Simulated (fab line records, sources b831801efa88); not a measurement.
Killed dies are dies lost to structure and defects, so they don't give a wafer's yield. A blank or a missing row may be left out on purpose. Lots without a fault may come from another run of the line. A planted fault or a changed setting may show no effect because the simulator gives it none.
A struck lot beside a sound one | flow sky130 | 43 steps out of a route of 708
Sound: wafers L566.1, L566.5, L566.6. Struck: wafers L578.2, L578.5. (L578.3 of the same lot was not struck and is left out.) The cause comes at the end.
At each step with rows: each side's tool, then ch and its chambers, then its first start. Under that, the readings that differ: sound wafers | struck wafers | difference of the means | sigmas: that difference in standard deviations of wafers without a fault.
alike: readings whose means differ by less than 2 such deviations, and words and numbers that are the same on both sides. not compared: withheld readings, readings that some wafer has no value for, bounds like >300 that may hide the same value, and numbers for which the record gives no deviation and whose values overlap.
The two part at a step that has a row with sigmas, a row that says differs or no value, or rows on one side only. Numbers that don't overlap but have no deviation are shown without sigmas and don't part them. A reading that every wafer of one side lacks parts them only if that side has two wafers or more.

SKY_LDD_HVP_TW_MEAS_10:
  sound on film_metro-02, day 21 16:21; struck on film_metro-02, day 26 16:51
  alike: LDD_HVP_TW
then, 7 steps without rows for these wafers: SKY_LDD_LDN_DEHYDRATE_00 (time 60 s); SKY_LDD_LDN_HMDS_01 (prime time 60 s); SKY_LDD_LDN_COAT_02 (resist thk 1140 nm); SKY_LDD_LDN_SOFTBAKE_03 (time 60 s); SKY_LDD_LDN_EXPOSE_04 (exposes mask LDNTM, target cd 700 nm); SKY_LDD_LDN_PEB_05; SKY_LDD_LDN_DEVELOP_06 (develop time 60 s).
SKY_LDD_LDN_OVL_MEAS_07:
  sound on overlay-02, day 22 23:51; struck on overlay-02, day 27 22:01
  alike: LDD_LDN_OVL
then, 3 steps without rows for these wafers: SKY_LDD_LDN_IMPLANT_08; SKY_LDD_LDN_IMPLANT_09; SKY_LDD_LDN_IMPLANT_10.
SKY_LDD_LDN_IMPLANT_11:
  sound on implanter-02 ch 0, day 23 00:20; struck on implanter-04 ch 0, day 27 22:31
SKY_LDD_LDN_STRIP_12: strips in O2/N2.
  sound on plasma_asher-01 ch 0,1, day 23 00:29; struck on plasma_asher-02 ch 1, day 27 22:39
  alike: chamber_pressure_mTorr, drypump_motor_current_A, n2_flow_sccm, oes_product_au, strip_time_to_endpoint_s
  not compared: rf_hours_counter_h
SKY_LDD_LDN_TW_MEAS_13:
  sound on film_metro-01, day 23 00:35; struck on film_metro-01, day 27 22:46
  alike: LDD_LDN_TW
then, 2 steps without rows for these wafers: SKY_LDD_LDN_CLEAN_14 (cleans in SC1/SC2, time 150 s); SKY_SPACER_CVD_00 (deposits Si3N4 from DCS/NH3, target thk 43.1 nm, time 740 s).
SKY_SPACER_THK_MEAS_01:
  sound on film_metro-02, day 23 01:55; struck on film_metro-04, day 28 00:12
  alike: SPACER_CVD_00_THK
SKY_SPACER_ETCHBACK_02: etches Si3N4 in CH3F/O2, stops on SiO2, time 46.7 s, target depth 45 nm.
  sound on rie_diel-02 ch 0,2,3, day 23 01:58; struck on rie_diel-03 ch 1,3, day 28 00:15
  alike: chamber_pressure_mTorr, drypump_motor_current_A, oes_product_au, throttle_valve_pct
  not compared: rf_hours_counter_h
then, 8 steps without rows for these wafers: SKY_POLY_CUT_DEHYDRATE_00 (time 60 s); SKY_POLY_CUT_HMDS_01 (prime time 60 s); SKY_POLY_CUT_COAT_02 (resist thk 60 nm); SKY_POLY_CUT_COAT_03 (resist thk 450 nm); SKY_POLY_CUT_SOFTBAKE_04 (time 90 s); SKY_POLY_CUT_EXPOSE_05 (exposes mask NPCM, target cd 270 nm); SKY_POLY_CUT_PEB_06; SKY_POLY_CUT_DEVELOP_07 (develop time 60 s).
SKY_POLY_CUT_CD_MEAS_08: target cd 270 nm.
  sound on cd_sem-02, day 24 08:39; struck on cd_sem-01, day 29 04:29
  alike: cd_nm
SKY_POLY_CUT_OVL_MEAS_09:
  sound on overlay-02, day 24 08:46; struck on overlay-01, day 29 04:35
  alike: POLY_CUT_OVL
SKY_POLY_CUT_ETCH_10: etches BARC in N2/H2, stops on SiO2, time 45.9 s, target depth 60 nm.
  sound on rie_diel-03 ch 0,1,3, day 24 08:49; struck on rie_diel-01 ch 0,2, day 29 04:37
  alike: chamber_pressure_mTorr, drypump_motor_current_A, n2_flow_sccm, oes_product_au, throttle_valve_pct
  not compared: rf_hours_counter_h
SKY_POLY_CUT_ETCH_11: etches Si3N4 in CF4/CH2F2/Ar, stops on poly-Si, time 42.5 s, target depth 60 nm.
  sound on rie_diel-03 ch 0,1,3, day 24 08:51; struck on rie_diel-01 ch 0,2, day 29 04:39
  reading               | sound             | struck      | difference | sigmas
  oes_product_au (a.u.) | 0.826 0.824 0.818 | 0.841 0.840 | +0.018     | +3
  alike: chamber_pressure_mTorr, drypump_motor_current_A, throttle_valve_pct
  not compared: rf_hours_counter_h
SKY_POLY_CUT_STRIP_12: strips in O2/N2.
  sound on plasma_asher-04 ch 0,1, day 24 08:53; struck on plasma_asher-01 ch 0,1, day 29 04:42
  alike: chamber_pressure_mTorr, drypump_motor_current_A, n2_flow_sccm, oes_product_au, strip_time_to_endpoint_s
  not compared: rf_hours_counter_h
then, 7 steps without rows for these wafers: SKY_SD_P_DEHYDRATE_00 (time 60 s); SKY_SD_P_HMDS_01 (prime time 60 s); SKY_SD_P_COAT_02 (resist thk 1140 nm); SKY_SD_P_SOFTBAKE_03 (time 60 s); SKY_SD_P_EXPOSE_04 (exposes mask PSDM, target cd 380 nm); SKY_SD_P_PEB_05; SKY_SD_P_DEVELOP_06 (develop time 60 s).
SKY_SD_P_CD_MEAS_07: target cd 380 nm.
  sound on cd_sem-02, day 25 15:32; struck on cd_sem-02, day 30 10:03
  alike: cd_nm
SKY_SD_P_OVL_MEAS_08:
  sound on overlay-01, day 25 15:39; struck on overlay-01, day 30 10:10
  alike: SD_P_OVL
then, 1 step without rows for these wafers: SKY_SD_P_IMPLANT_09.
-- the record jumps here: 19 days lie between the struck wafers' starts before and after (it left off in module SD_P and takes up again in module PAD_OPEN, whose first step shown is number 708 of the route) --
SKY_PAD_OPEN_PROBE_99:
  sound on prober-02, day 46 02:37; struck on prober-02, day 49 10:37
  reading                               | sound             | struck      | difference | sigmas
  model.etest.tip_sonos.rs_ohm_sq_range | 60.04 44.38 50.64 | 73.78 103.2 | +36.80     |
  alike: killed_at_M0_to_M3, killed_at_M4_up, killed_at_contacts, killed_at_front_end, killed_at_other, killed_dies, killed_open, killed_short

WHERE THEY PART
Only at SKY_POLY_CUT_ETCH_11, within this record. Later steps at which nothing parts them and some readings are alike: SKY_POLY_CUT_STRIP_12, SKY_SD_P_CD_MEAS_07, SKY_SD_P_OVL_MEAS_08, SKY_PAD_OPEN_PROBE_99.

WHY: what the simulator had put in
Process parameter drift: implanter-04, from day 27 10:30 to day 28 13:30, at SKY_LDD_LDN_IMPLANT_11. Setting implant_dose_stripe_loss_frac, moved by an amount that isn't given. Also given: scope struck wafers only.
